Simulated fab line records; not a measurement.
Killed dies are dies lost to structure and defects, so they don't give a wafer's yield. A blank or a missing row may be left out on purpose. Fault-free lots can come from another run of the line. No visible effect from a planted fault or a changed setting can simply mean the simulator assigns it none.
Problem report in the 8D (eight disciplines) form, filled by code    flow gf180mcu    the parts of the form that need people (team, actions taken, sign-off) are left out

## 1. PROBLEM STATEMENT
Mean of developer_temp_C at GF_V1_DEVELOP_13: 18.88 C across 6 wafers in 2 lots; on wafers with no fault it is 21.00 C (standard deviation 0.11). That is -19 standard deviations from the usual mean.
The step: develop time 60 s.
Seen first at day 21 18:18 on litho_track-02, wafer L622.2. The record holds 39 wafers of 13 lots with a number at this step. Rule for "out" (also "out of limits"): further than 4 standard deviations from the usual mean. Any other wafer with a number is counted as sound.

## 2. WHAT IT IS, WHAT IT ISN'T
question                     is                      is not
which readings at this step  developer_temp_C        chill_plate_temp_C
which lots                   L622, L625              L615, L616, L618, L620, L624, L631, L633, L634, L635, L636, L637
which wafers of those lots   all that have a number  -
read on which tools          litho_track-02          litho_track-03, litho_track-04
when                         from day 21 18:18       up to then (12 sound wafers); but 21 sound wafers of L624, L631, L633, L634, L635, L636, L637 came after

## 3. WHAT RULES OUT EACH SUSPECT
Counting: a tool at any process step up to the reading remains a suspect when it ran all the lots that are out and ran no sound lot after the first of those.
- litho_track-02 at GF_V1_DEVELOP_13 (develop time 60 s): ruled out as a lasting fault. Sound lots L633, L634, L636 ran on it after its first lot that is out, L622 (day 21 18:18).
Left after counting: nothing in the record.

## 4. THE CAUSE (what the simulator had put in)
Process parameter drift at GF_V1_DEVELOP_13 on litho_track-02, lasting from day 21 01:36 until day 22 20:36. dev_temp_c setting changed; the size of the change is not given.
Counting ruled it out, wrongly.

## 5. SEQUENCE OF EFFECTS, ordered by route
One row per reading whose mean, taken over the struck wafers that have a number, lies over 3 standard deviations from the usual. Readings are gone through only where the record gives a usual standard deviation; hours: the median, over the lots, of the time from a lot's start at the first step in this table giving one to that lot's start at this step; sigmas: the change measured in usual standard deviations.
hours  step              reading           usual    on struck wafers  change  sigmas
0      GF_V1_DEVELOP_13  developer_temp_C  21.00 C  18.88             -2.12   -19
Process steps it contains:
- GF_V1_DEVELOP_13: develop time 60 s.
At these later measuring or inspecting steps, every struck wafer for which the step has a row has a number for every such reading, and none has moved that far: GF_V1_CD_MEAS_14.

## 6. WHAT WOULD HAVE CAUGHT IT SOONER
The fault began at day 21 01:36; the first out-of-limits reading in this record came at day 21 18:18, 17 hours later.
